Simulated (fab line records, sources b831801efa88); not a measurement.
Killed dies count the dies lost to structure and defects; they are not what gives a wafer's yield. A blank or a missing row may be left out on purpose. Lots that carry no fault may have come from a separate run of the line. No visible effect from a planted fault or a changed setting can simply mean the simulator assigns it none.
Shared-tool check -- flow gf180mcu -- 45 wafers sampled across 13 lots

WHY IT WAS OPENED
GF_VT_IMPLANT_TW_MEAS_32, reading VT_IMPLANT_3_TW: flagged on 2 of 13 lots. Wafers without a fault read 268.9, standard deviation 1.7.
Rule: a lot is flagged when every wafer of it that has a number lies more than 4 standard deviations from that mean, or none has a number. As for the other lots, they are considered sound.

lot,measured,on,"VT_IMPLANT_3_TW, wafer by wafer",flag
L633,day 6 22:57,film metro-04,269.1 268.4 269.7,
L637,day 7 22:52,film metro-04,270.4 271.0 269.6,
L638,day 8 00:45,film metro-02,269.1 267.1 267.9,
L639,day 8 10:19,film metro-01,266.6 268.3 267.3,
L641,day 8 22:55,film metro-01,269.0 268.1 268.2,
L642,day 9 06:02,film metro-04,270.6 270.6 269.1,
L643,day 9 16:38,film metro-04,268.1 269.7 269.3,
L644,day 9 22:02,film metro-04,270.9 269.1 270.3,
L646,day 10 09:53,film metro-02,268.0 267.0 267.0,
L648,day 11 00:47,film metro-04,270.8 271.6 271.1,
L649,day 11 11:27,film metro-02,265.3 264.0 266.2,
L654,day 12 23:44,film metro-04,299.2 299.1 300.0 301.2 300.5 300.3,FLAGGED
L655,day 13 07:44,film metro-01,298.8 298.7 299.5 299.9 299.1 300.0,FLAGGED
The mean of the flagged lots' numbers is 299.7, +30.8 from the usual (+18 standard deviations).

LOT BY LOT: THE TOOL USED
2 process steps preceding the reading are held in the record, out of 602 steps in the route. Cell contents, in order: the tool; ch with the chambers the sampled wafers went through; the start.
lot,flag,GF_STI_CMP_25,GF_VT_IMPLANT_IMPLANT_30
L633,,"cmp-01 ch 0,3, day 2 04:31","implanter-04 ch 0, day 6 22:40"
L637,,"cmp-02 ch 0,1, day 3 02:32","implanter-04 ch 0, day 7 22:37"
L638,,"cmp-01 ch 0,2,3, day 3 05:07","implanter-02 ch 0, day 8 00:31"
L639,,"cmp-02 ch 0,1,3, day 3 11:34","implanter-02 ch 0, day 8 10:04"
L641,,"cmp-01 ch 0,1, day 3 20:40","implanter-04 ch 0, day 8 22:40"
L642,,"cmp-02 ch 0,1,3, day 4 02:47","implanter-01 ch 0, day 9 05:48"
L643,,"cmp-02 ch 0,1,2, day 4 07:19","implanter-04 ch 0, day 9 16:25"
L644,,"cmp-01 ch 0,1,2, day 4 13:53","implanter-01 ch 0, day 9 21:47"
L646,,"cmp-01 ch 0,1,3, day 4 22:19","implanter-01 ch 0, day 10 09:38"
L648,,"cmp-02 ch 0,1, day 5 08:52","implanter-02 ch 0, day 11 00:33"
L649,,"cmp-01 ch 0,2, day 5 15:10","implanter-04 ch 0, day 11 11:05"
L654,FLAGGED,"cmp-01 ch 1,2,3, day 6 21:22","implanter-04 ch 0, day 12 23:29"
L655,FLAGGED,"cmp-01 ch 0,1,2, day 7 03:28","implanter-04 ch 0, day 13 07:30"
What is done by these steps:
- GF_STI_CMP_25: polishes, stops on Si3N4, t overpolish 33 s, target thk 524.6 nm.
- GF_VT_IMPLANT_IMPLANT_30
- GF_VT_IMPLANT_TW_MEAS_32

FLAGGED OVER TOTAL, TOOL BY TOOL (the gauges that took the reading come last)
step,tool,lots run,flagged,share of the flagged lots,sound lots run after its first flagged lot
GF_STI_CMP_25,cmp-01,8,2,all,0
GF_STI_CMP_25,cmp-02,5,0,none,-
GF_VT_IMPLANT_IMPLANT_30,implanter-01,3,0,none,-
GF_VT_IMPLANT_IMPLANT_30,implanter-02,3,0,none,-
GF_VT_IMPLANT_IMPLANT_30,implanter-04,7,2,all,0
GF_VT_IMPLANT_TW_MEAS_32,film metro-01,3,1,some,0
GF_VT_IMPLANT_TW_MEAS_32,film metro-02,3,0,none,-
GF_VT_IMPLANT_TW_MEAS_32,film metro-04,7,1,some,0

THE TABLE: WHAT IT ALLOWS
2 rows of the table ran every flagged lot: cmp-01 at GF_STI_CMP_25, implanter-04 at GF_VT_IMPLANT_IMPLANT_30.
- cmp-01 at GF_STI_CMP_25 ran 8 lots, 2 of them flagged. Its last sound lot is L649 (day 5 15:10), its first flagged lot L654 (day 6 21:22): a fault that began between those two fits.
- implanter-04 at GF_VT_IMPLANT_IMPLANT_30 ran 7 lots, 2 of them flagged. Its last sound lot is L649 (day 11 11:05), its first flagged lot L654 (day 12 23:29): a fault that began between those two fits. Its own readings lie more than 4 standard deviations out on every wafer of the flagged lots: dose ions cm2, faraday current uA.
Because each of these 2 tools fits a fault that began at some hour, counting lots does not separate them. More lots, or a look at what each step does to the wafer, might.

WHAT HAD BEEN PUT IN BY THE SIMULATOR
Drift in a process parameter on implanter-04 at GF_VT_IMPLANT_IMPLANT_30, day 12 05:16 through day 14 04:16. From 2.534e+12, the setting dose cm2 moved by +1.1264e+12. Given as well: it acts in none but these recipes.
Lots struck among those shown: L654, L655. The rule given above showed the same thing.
